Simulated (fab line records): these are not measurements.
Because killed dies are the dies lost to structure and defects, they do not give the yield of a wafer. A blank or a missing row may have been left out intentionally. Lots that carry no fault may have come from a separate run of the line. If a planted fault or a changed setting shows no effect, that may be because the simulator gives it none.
A sampling plan put to the test | flow gf180mcu | each of the 6 faults these records tell of, on one fab line, judged from the records of the lots it struck
What counts as the plan is the set of the line's own looks, namely the steps on the route at which a gauge or an inspection reads a wafer and does not change it. Where struck wafers have a number at a look and the file lists that look's usual mean and standard deviation on fault-free wafers, the look can be judged. Caught: the struck wafers' mean, at a look after the fault's first step, is 4 or more of those standard deviations (sigma) away from the usual mean. On the tool: here the same test is run on the tool's own readings at the fault's steps. It also counts as caught if the struck wafers ran another recipe or if their record alone is blank.

== THE FAULTS, as the simulator had put them in ==
1. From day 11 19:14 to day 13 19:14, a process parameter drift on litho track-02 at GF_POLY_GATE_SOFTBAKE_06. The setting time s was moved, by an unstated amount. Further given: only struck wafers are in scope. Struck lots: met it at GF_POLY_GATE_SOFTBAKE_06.
2. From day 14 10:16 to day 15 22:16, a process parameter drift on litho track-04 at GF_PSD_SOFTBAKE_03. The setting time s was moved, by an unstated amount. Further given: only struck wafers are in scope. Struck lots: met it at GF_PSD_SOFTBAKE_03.
3. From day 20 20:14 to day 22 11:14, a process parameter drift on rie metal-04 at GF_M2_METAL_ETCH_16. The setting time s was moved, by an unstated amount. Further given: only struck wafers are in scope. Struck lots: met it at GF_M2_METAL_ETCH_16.
4. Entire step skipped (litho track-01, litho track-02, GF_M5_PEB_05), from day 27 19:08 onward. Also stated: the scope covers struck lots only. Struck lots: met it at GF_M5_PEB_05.
5. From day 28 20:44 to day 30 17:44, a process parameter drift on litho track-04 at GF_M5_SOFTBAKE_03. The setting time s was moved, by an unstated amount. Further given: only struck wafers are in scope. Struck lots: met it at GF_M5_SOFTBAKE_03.
6. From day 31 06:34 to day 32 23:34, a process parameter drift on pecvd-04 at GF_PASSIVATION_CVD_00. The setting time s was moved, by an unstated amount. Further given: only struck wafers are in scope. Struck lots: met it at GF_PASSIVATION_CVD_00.

== WHAT THE PLAN SAW ==
fault | on the tool itself                               | first look that catches it                   | reading, sigma | median hours from its first step to that look | hours from the fault's start to the first struck lot there | judged looks passed uncaught
1     | run length s +83 sigma                           | no look after it can be judged               | -              | -                                             | -                                                          | 0
2     | heater power total W +99 or beyond sigma         | no look after it can be judged               | -              | -                                             | -                                                          | 0
3     | run length s +19 sigma                           | no look after it can be judged               | -              | -                                             | -                                                          | 0
4     | the tool's record is blank for the struck wafers | no look after it can be judged               | -              | -                                             | -                                                          | 0
5     | run length s +12 sigma                           | no look after it can be judged               | -              | -                                             | -                                                          | 0
6     | run length s -4.4 sigma                          | not the one look that can be judged after it | -              | -                                             | -                                                          | 1
A dash: the fault isn't caught, or these records don't give the number.

Caught at a look: 0 of 6. Caught on the tool: 6 of 6. By one or the other: 6 of 6.
Faults 1, 2, 3, 4, 5, 6 were caught on the tool alone.
